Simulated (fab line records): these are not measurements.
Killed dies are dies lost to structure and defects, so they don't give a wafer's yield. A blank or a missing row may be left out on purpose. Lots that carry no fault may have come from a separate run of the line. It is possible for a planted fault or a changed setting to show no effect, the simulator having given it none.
Which tool did it? + flow gf180mcu + Sampling: 6 lots, 18 wafers, 2 of 602 route steps

== WHAT THE GAUGES READ, wafer by wafer ==
GF_STI_CD_MEAS_12: target cd 220 nm.
| lot  | measured    | on        | cd nm (nm)        |
|------|-------------|-----------|-------------------|
| L772 | day 2 22:00 | cd sem-01 | 219.9 219.5 219.7 |
| L775 | day 3 12:31 | cd sem-02 | 219.8 218.8 219.5 |
| L778 | day 4 06:22 | cd sem-02 | 219.6 219.8 219.3 |
| L784 | day 5 12:27 | cd sem-02 | 219.5 219.1 218.5 |
| L788 | day 6 08:11 | cd sem-02 | 218.1 219.5 218.8 |
| L790 | day 6 18:59 | cd sem-02 | 219.6 218.1 217.8 |

== TOOL THAT RAN EACH LOT (tool first, then ch and the chambers of the sampled wafers, then the start) ==
| lot  | GF_STI_EXPOSE_09                 |
|------|----------------------------------|
| L772 | krf scanner-02 ch 0, day 2 15:35 |
| L775 | krf scanner-01 ch 0, day 3 06:20 |
| L778 | krf scanner-02 ch 0, day 3 23:57 |
| L784 | krf scanner-01 ch 0, day 5 04:46 |
| L788 | krf scanner-02 ch 0, day 6 00:50 |
| L790 | krf scanner-02 ch 0, day 6 11:41 |
- GF_STI_EXPOSE_09: exposes mask COMP, target cd 220 nm.

== THE ANSWER, worked out from the rows above alone ==
Rule: what is usual is taken from the lots themselves. The widest of any qualifying gaps counts: lots, ordered by their means at a reading, are off when they make up no more than a third of the lots, leave a main group of 4 or more, and stand apart from it by 3 or more times the standard deviation of that group's means. A main group is skipped when, at the precision printed for the reading in the tables above, its means are all equal. A lot without any number at a reading at which 4 lots or more have one is off too. The other lots that the step has rows for count as sound.
Across all readings shown, no lot is off: no conclusion can be drawn from this.

== WHAT HAD BEEN PUT IN BY THE SIMULATOR ==
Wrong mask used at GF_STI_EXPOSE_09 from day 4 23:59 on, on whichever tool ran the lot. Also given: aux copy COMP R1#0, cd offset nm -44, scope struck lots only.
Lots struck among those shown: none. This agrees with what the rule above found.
